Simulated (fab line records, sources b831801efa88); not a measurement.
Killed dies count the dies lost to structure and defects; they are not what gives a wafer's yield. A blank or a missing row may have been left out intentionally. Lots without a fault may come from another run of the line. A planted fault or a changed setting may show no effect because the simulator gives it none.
Which tool is to blame? + flow sky130 + Sampling: 12 lots, 36 wafers, 2 of 708 route steps

## WHAT THE GAUGES READ, wafer by wafer
SKY_POLY_GATE_THK_MEAS_04. Usual: POLY_GATE_CVD_03_THK 75.3 nm, standard deviation 0.57.
| lot  | measured     | on           | POLY_GATE_CVD_03_THK (nm) | flag |
|------|--------------|--------------|---------------------------|------|
| L460 | day 15 02:07 | filmMetro-04 | 74.5 74.9 74.8            |      |
| L462 | day 15 12:52 | filmMetro-02 | 76.4 75.9 75.5            |      |
| L469 | day 18 22:46 | filmMetro-02 | 75.2 75.2 75.9            |      |
| L470 | day 18 22:47 | filmMetro-01 | 75.3 75.2 74.9            |      |
| L471 | day 19 10:03 | filmMetro-01 | 75.1 75.1 75.1            |      |
| L473 | day 19 21:17 | filmMetro-02 | 75.0 75.4 75.4            |      |
| L476 | day 20 18:09 | filmMetro-01 | 75.6 75.2 75.7            |      |
| L479 | day 22 00:43 | filmMetro-01 | 76.3 76.2 76.5            |      |
| L480 | day 22 12:03 | filmMetro-02 | 74.9 75.0 74.5            |      |
| L481 | day 22 13:37 | filmMetro-02 | 74.0 74.4 74.9            |      |
| L482 | day 22 20:10 | filmMetro-04 | 74.5 75.1 74.9            |      |
| L483 | day 23 09:16 | filmMetro-01 | 75.3 74.5 74.5            |      |

## WHICH TOOL RAN EACH LOT (tool, then ch and the chambers of the sampled wafers, then the start)
| lot  | SKY_GATE_OXIDE_STRIP_13             |
|------|-------------------------------------|
| L460 | plasmaAsher-04 ch 0,1, day 13 18:02 |
| L462 | plasmaAsher-04 ch 0,1, day 14 04:16 |
| L469 | plasmaAsher-04 ch 0, day 17 07:25   |
| L470 | plasmaAsher-04 ch 0,1, day 17 09:19 |
| L471 | plasmaAsher-04 ch 0,1, day 17 23:28 |
| L473 | plasmaAsher-04 ch 0,1, day 18 07:43 |
| L476 | plasmaAsher-02 ch 1, day 19 06:25   |
| L479 | plasmaAsher-02 ch 0,1, day 20 11:34 |
| L480 | plasmaAsher-04 ch 0,1, day 21 00:25 |
| L481 | plasmaAsher-01 ch 0,1, day 21 03:29 |
| L482 | plasmaAsher-04 ch 0,1, day 21 09:13 |
| L483 | plasmaAsher-04 ch 0,1, day 21 22:19 |
- SKY_GATE_OXIDE_STRIP_13: strips in O2/N2.

## AS READ BY THE TOOLS THEMSELVES (means over the sampled wafers that have a number; for cases with no such wafer, the mark the record gives instead)
SKY_GATE_OXIDE_STRIP_13. Usual: drypumpMotorCurrentA 5.6 A, standard deviation 0.77; oesProductAu 0.716 a.u., standard deviation 0.0044; stripTimeToEndpointS 14.20 s, standard deviation 0.036.
| lot  | tool           | drypumpMotorCurrentA (A) | oesProductAu (a.u.) | stripTimeToEndpointS (s) | flag |
|------|----------------|--------------------------|---------------------|--------------------------|------|
| L460 | plasmaAsher-04 | 5.4                      | 0.712               | 14.14                    |      |
| L462 | plasmaAsher-04 | 5.4                      | 0.719               | 14.17                    |      |
| L469 | plasmaAsher-04 | 6.7                      | 0.713               | 14.20                    |      |
| L470 | plasmaAsher-04 | 6.0                      | 0.722               | 14.16                    |      |
| L471 | plasmaAsher-04 | 5.4                      | 0.717               | 14.15                    |      |
| L473 | plasmaAsher-04 | 5.4                      | 0.713               | 14.18                    |      |
| L476 | plasmaAsher-02 | 5.9                      | 0.717               | 14.24                    |      |
| L479 | plasmaAsher-02 | 5.6                      | 0.717               | 14.27                    |      |
| L480 | plasmaAsher-04 | 6.0                      | 0.716               | 14.22                    |      |
| L481 | plasmaAsher-01 | 5.9                      | 0.715               | 14.25                    |      |
| L482 | plasmaAsher-04 | 6.0                      | 0.716               | 14.20                    |      |
| L483 | plasmaAsher-04 | 5.4                      | 0.712               | 14.17                    |      |

## THE ANSWER, worked out from the rows above alone
Rule: a lot counts as off when the mean over its wafers that have a number is more than 3 standard deviations away from the usual mean. A lot without any number at a reading at which 4 lots or more have one is off too. The other lots that the step has rows for count as sound. After the gauges, taken in route order, come the tools' own readings; for these a lot's mean is taken, as printed above. The first step at which some lot is off is used, and at that step the reading that is off furthest; a lot without a number counts as furthest.
No lot is off on any of the readings shown, so nothing can be concluded from this.

## WHAT THE SIMULATOR PUT IN
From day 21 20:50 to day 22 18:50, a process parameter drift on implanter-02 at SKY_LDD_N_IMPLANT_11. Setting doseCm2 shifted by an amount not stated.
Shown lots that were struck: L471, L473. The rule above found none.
